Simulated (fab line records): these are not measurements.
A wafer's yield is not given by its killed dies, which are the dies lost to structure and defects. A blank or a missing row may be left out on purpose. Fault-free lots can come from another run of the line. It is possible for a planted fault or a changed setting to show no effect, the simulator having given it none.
Which tool is to blame? / flow gf180mcu / Sampling: 12 lots, 36 wafers, 4 of 602 route steps

## WHAT THE GAUGES SHOWED, per wafer
GF_HV_LDD_THK_MEAS_57. Usual: HV_LDD_CVD_56_THK typically reads 90.2 nm, with standard deviation 1.
lot=L236; measured=day 12 22:44; on=film metro-01; HV_LDD_CVD_56_THK (nm)=87.8 87.7 87.0; flag=
lot=L238; measured=day 13 07:53; on=film metro-04; HV_LDD_CVD_56_THK (nm)=89.6 89.8 90.1; flag=
lot=L240; measured=day 14 04:05; on=film metro-02; HV_LDD_CVD_56_THK (nm)=88.8 89.4 89.8; flag=
lot=L241; measured=day 14 13:30; on=film metro-04; HV_LDD_CVD_56_THK (nm)=89.0 89.4 88.7; flag=
lot=L242; measured=day 14 18:08; on=film metro-04; HV_LDD_CVD_56_THK (nm)=90.1 89.5 89.2; flag=
lot=L243; measured=day 15 10:02; on=film metro-01; HV_LDD_CVD_56_THK (nm)=90.4 90.6 91.2; flag=
lot=L244; measured=day 15 16:38; on=film metro-04; HV_LDD_CVD_56_THK (nm)=90.4 91.0 91.0; flag=
lot=L249; measured=day 17 21:20; on=film metro-01; HV_LDD_CVD_56_THK (nm)=85.5 82.0 80.0; flag=OFF
lot=L252; measured=day 18 10:46; on=film metro-01; HV_LDD_CVD_56_THK (nm)=82.4 84.0 85.0; flag=OFF
lot=L254; measured=day 19 06:47; on=film metro-01; HV_LDD_CVD_56_THK (nm)=91.0 90.9 90.4; flag=
lot=L255; measured=day 19 15:29; on=film metro-01; HV_LDD_CVD_56_THK (nm)=90.4 90.7 90.8; flag=
lot=L257; measured=day 20 05:04; on=film metro-02; HV_LDD_CVD_56_THK (nm)=91.3 91.4 91.9; flag=

GF_M1_CD_MEAS_14: the cd target is 230 nm. Usual: cd nm at 229.6 nm, with a standard deviation of 1.2.
lot=L236; measured=day 17 15:07; on=cd sem-01; cd nm (nm)=230.9 230.0 231.4; flag=
lot=L238; measured=day 18 00:52; on=cd sem-01; cd nm (nm)=228.0 228.1 227.1; flag=
lot=L240; measured=day 19 00:20; on=cd sem-01; cd nm (nm)=230.5 229.9 231.6; flag=
lot=L241; measured=day 19 12:13; on=cd sem-02; cd nm (nm)=228.0 228.0 227.9; flag=
lot=L242; measured=day 19 18:18; on=cd sem-02; cd nm (nm)=231.2 232.3 230.4; flag=
lot=L243; measured=day 20 10:25; on=cd sem-02; cd nm (nm)=230.8 228.6 230.3; flag=
lot=L244; measured=day 20 19:04; on=cd sem-01; cd nm (nm)=231.3 231.3 230.8; flag=
lot=L249; measured=day 22 23:26; on=cd sem-01; cd nm (nm)=230.3 231.2 229.0; flag=
lot=L252; measured=day 23 13:22; on=cd sem-02; cd nm (nm)=228.1 228.1 228.1; flag=
lot=L254; measured=day 24 11:01; on=cd sem-01; cd nm (nm)=229.6 229.3 230.0; flag=
lot=L255; measured=day 24 15:15; on=cd sem-01; cd nm (nm)=228.2 228.2 227.8; flag=
lot=L257; measured=day 25 02:42; on=cd sem-02; cd nm (nm)=230.9 229.6 229.6; flag=

## WHICH TOOL RAN EACH LOT (tool, then ch and the chambers of the sampled wafers, then the start)
lot=L236; GF_HV_LDD_CVD_56=lpcvd-01 ch 0, day 12 21:18; GF_HV_LDD_ETCHBACK_58=rie diel-02 ch 0,2,3, day 12 22:47
lot=L238; GF_HV_LDD_CVD_56=lpcvd-02 ch 1, day 13 06:26; GF_HV_LDD_ETCHBACK_58=rie diel-02 ch 0,1,2, day 13 07:56
lot=L240; GF_HV_LDD_CVD_56=lpcvd-01 ch 0, day 14 02:38; GF_HV_LDD_ETCHBACK_58=rie diel-03 ch 0,2,3, day 14 04:08
lot=L241; GF_HV_LDD_CVD_56=lpcvd-01 ch 1, day 14 12:02; GF_HV_LDD_ETCHBACK_58=rie diel-04 ch 0,1,3, day 14 13:32
lot=L242; GF_HV_LDD_CVD_56=lpcvd-01 ch 1, day 14 16:43; GF_HV_LDD_ETCHBACK_58=rie diel-04 ch 0,1,2, day 14 18:12
lot=L243; GF_HV_LDD_CVD_56=lpcvd-02 ch 0, day 15 08:37; GF_HV_LDD_ETCHBACK_58=rie diel-04 ch 1,3, day 15 10:05
lot=L244; GF_HV_LDD_CVD_56=lpcvd-02 ch 1, day 15 15:10; GF_HV_LDD_ETCHBACK_58=rie diel-03 ch 0,1,3, day 15 16:40
lot=L249; GF_HV_LDD_CVD_56=lpcvd-01 ch 0, day 17 19:54; GF_HV_LDD_ETCHBACK_58=rie diel-03 ch 0,1, day 17 21:23
lot=L252; GF_HV_LDD_CVD_56=lpcvd-01 ch 0, day 18 09:20; GF_HV_LDD_ETCHBACK_58=rie diel-04 ch 1,2,3, day 18 10:49
lot=L254; GF_HV_LDD_CVD_56=lpcvd-02 ch 1, day 19 05:21; GF_HV_LDD_ETCHBACK_58=rie diel-03 ch 0,1,2, day 19 06:50
lot=L255; GF_HV_LDD_CVD_56=lpcvd-02 ch 1, day 19 14:03; GF_HV_LDD_ETCHBACK_58=rie diel-02 ch 1,2, day 19 15:32
lot=L257; GF_HV_LDD_CVD_56=lpcvd-02 ch 0, day 20 03:38; GF_HV_LDD_ETCHBACK_58=rie diel-02 ch 0,2, day 20 05:07
- GF_HV_LDD_CVD_56: deposits Si3N4 from DCS/NH3, target thk 90 nm, time 1543 s.
- GF_HV_LDD_ETCHBACK_58: etches Si3N4 in CH3F/O2, stops on SiO2, time 100 s, target depth 90 nm.

## AS READ BY THE TOOLS THEMSELVES (means over the sampled wafers that have a number; for cases with no such wafer, the mark the record gives instead)
GF_HV_LDD_CVD_56. Usual: spike tc centre C 771.3 C, standard deviation 1.8; zone power bottom pct 20.4 %, standard deviation 2.4; zone power centre pct 14.4 %, standard deviation 0.87; zone power top pct 26.1 %, standard deviation 1.9; zone power upper pct 13.3 %, standard deviation 1.4.
lot=L236; tool=lpcvd-01; spike tc centre C (C)=771.0; zone power bottom pct (%)=22.8; zone power centre pct (%)=15.6; zone power top pct (%)=26.8; zone power upper pct (%)=15.3; flag=
lot=L238; tool=lpcvd-02; spike tc centre C (C)=772.3; zone power bottom pct (%)=21.3; zone power centre pct (%)=13.9; zone power top pct (%)=26.2; zone power upper pct (%)=12.2; flag=
lot=L240; tool=lpcvd-01; spike tc centre C (C)=769.1; zone power bottom pct (%)=22.8; zone power centre pct (%)=15.7; zone power top pct (%)=27.0; zone power upper pct (%)=15.2; flag=
lot=L241; tool=lpcvd-01; spike tc centre C (C)=770.7; zone power bottom pct (%)=16.9; zone power centre pct (%)=13.9; zone power top pct (%)=23.1; zone power upper pct (%)=12.7; flag=
lot=L242; tool=lpcvd-01; spike tc centre C (C)=770.7; zone power bottom pct (%)=16.8; zone power centre pct (%)=13.7; zone power top pct (%)=23.1; zone power upper pct (%)=12.7; flag=
lot=L243; tool=lpcvd-02; spike tc centre C (C)=773.0; zone power bottom pct (%)=19.2; zone power centre pct (%)=14.1; zone power top pct (%)=28.8; zone power upper pct (%)=12.2; flag=
lot=L244; tool=lpcvd-02; spike tc centre C (C)=773.0; zone power bottom pct (%)=21.5; zone power centre pct (%)=13.8; zone power top pct (%)=26.0; zone power upper pct (%)=12.3; flag=
lot=L249; tool=lpcvd-01; spike tc centre C (C)=749.5; zone power bottom pct (%)=22.7; zone power centre pct (%)=9.5; zone power top pct (%)=26.5; zone power upper pct (%)=18.3; flag=OFF
lot=L252; tool=lpcvd-01; spike tc centre C (C)=749.2; zone power bottom pct (%)=22.5; zone power centre pct (%)=9.5; zone power top pct (%)=26.3; zone power upper pct (%)=18.4; flag=OFF
lot=L254; tool=lpcvd-02; spike tc centre C (C)=773.7; zone power bottom pct (%)=21.6; zone power centre pct (%)=13.7; zone power top pct (%)=26.1; zone power upper pct (%)=12.2; flag=
lot=L255; tool=lpcvd-02; spike tc centre C (C)=774.1; zone power bottom pct (%)=21.4; zone power centre pct (%)=13.8; zone power top pct (%)=26.7; zone power upper pct (%)=12.2; flag=
lot=L257; tool=lpcvd-02; spike tc centre C (C)=772.1; zone power bottom pct (%)=19.3; zone power centre pct (%)=14.0; zone power top pct (%)=28.6; zone power upper pct (%)=12.0; flag=

GF_HV_LDD_ETCHBACK_58. Usual: O2_flow_sccm 30.00 sccm, standard deviation 0.09; bias w 80.00 W, standard deviation 0.22; drypump motor current A 6.1 A, standard deviation 0.43; oes product au 0.844 a.u., standard deviation 0.0068; throttle valve pct 10.562 %, standard deviation 0.009.
lot=L236; tool=rie diel-02; O2_flow_sccm (sccm)=29.93; bias w (W)=80.00; drypump motor current A (A)=6.4; oes product au (a.u.)=0.830; throttle valve pct (%)=10.559; flag=
lot=L238; tool=rie diel-02; O2_flow_sccm (sccm)=29.96; bias w (W)=80.38; drypump motor current A (A)=6.1; oes product au (a.u.)=0.843; throttle valve pct (%)=10.556; flag=
lot=L240; tool=rie diel-03; O2_flow_sccm (sccm)=30.04; bias w (W)=80.06; drypump motor current A (A)=5.9; oes product au (a.u.)=0.837; throttle valve pct (%)=10.566; flag=
lot=L241; tool=rie diel-04; O2_flow_sccm (sccm)=30.03; bias w (W)=80.13; drypump motor current A (A)=6.0; oes product au (a.u.)=0.837; throttle valve pct (%)=10.563; flag=
lot=L242; tool=rie diel-04; O2_flow_sccm (sccm)=30.04; bias w (W)=80.23; drypump motor current A (A)=5.9; oes product au (a.u.)=0.839; throttle valve pct (%)=10.558; flag=
lot=L243; tool=rie diel-04; O2_flow_sccm (sccm)=29.94; bias w (W)=80.03; drypump motor current A (A)=6.4; oes product au (a.u.)=0.843; throttle valve pct (%)=10.565; flag=
lot=L244; tool=rie diel-03; O2_flow_sccm (sccm)=30.07; bias w (W)=79.98; drypump motor current A (A)=5.7; oes product au (a.u.)=0.852; throttle valve pct (%)=10.570; flag=
lot=L249; tool=rie diel-03; O2_flow_sccm (sccm)=30.05; bias w (W)=80.01; drypump motor current A (A)=5.7; oes product au (a.u.)=0.808; throttle valve pct (%)=10.558; flag=OFF
lot=L252; tool=rie diel-04; O2_flow_sccm (sccm)=29.98; bias w (W)=79.68; drypump motor current A (A)=6.3; oes product au (a.u.)=0.813; throttle valve pct (%)=10.558; flag=OFF
lot=L254; tool=rie diel-03; O2_flow_sccm (sccm)=30.02; bias w (W)=79.98; drypump motor current A (A)=5.9; oes product au (a.u.)=0.847; throttle valve pct (%)=10.554; flag=
lot=L255; tool=rie diel-02; O2_flow_sccm (sccm)=30.00; bias w (W)=80.02; drypump motor current A (A)=5.8; oes product au (a.u.)=0.842; throttle valve pct (%)=10.562; flag=
lot=L257; tool=rie diel-02; O2_flow_sccm (sccm)=29.99; bias w (W)=80.22; drypump motor current A (A)=6.4; oes product au (a.u.)=0.852; throttle valve pct (%)=10.563; flag=

## THE ANSWER, worked out from the rows above alone
Rule: a lot counts as off when the mean over its wafers that have a number is more than 3 standard deviations away from the usual mean. Also off: a lot with no number at a reading for which 4 or more lots have one. The other lots that the step has rows for count as sound. Order of review: gauges by route order, followed by the tools' own readings, for which a lot's mean as printed above is used. The first step at which some lot is off is used, and at that step the reading that is off furthest; a lot without a number counts as furthest.
Off: at GF_HV_LDD_THK_MEAS_57 (HV_LDD_CVD_56_THK), L249, L252.
A tool fits if, at a process step before that reading, it ran every lot that is off, and no sound lot after the first of them. The gauges at GF_HV_LDD_THK_MEAS_57 aren't tried: what is off there is off at GF_HV_LDD_CVD_56 too, on other tools, and a gauge's error can't cause that. One fits: GF_HV_LDD_CVD_56 on lpcvd-01. A fault onset in the window from L242 (day 14 16:43, its last sound lot) to L249 (day 17 19:54, its first lot off) fits.
The tool's own readings at GF_HV_LDD_CVD_56 bear it out: on the lots that are off they differ by more than 5 times the standard deviation of the sound lots' means. spike tc centre C reads 749.4 C there against 772.0 C on the sound lots; zone power centre pct reads 9.5 % there against 14.2 % on the sound lots.

## WHAT HAD BEEN PUT IN BY THE SIMULATOR
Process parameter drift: lpcvd-01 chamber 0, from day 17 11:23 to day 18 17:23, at GF_HV_LDD_CVD_56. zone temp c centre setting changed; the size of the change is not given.
Shown lots that were struck: L249, L252. The rule above found the same.
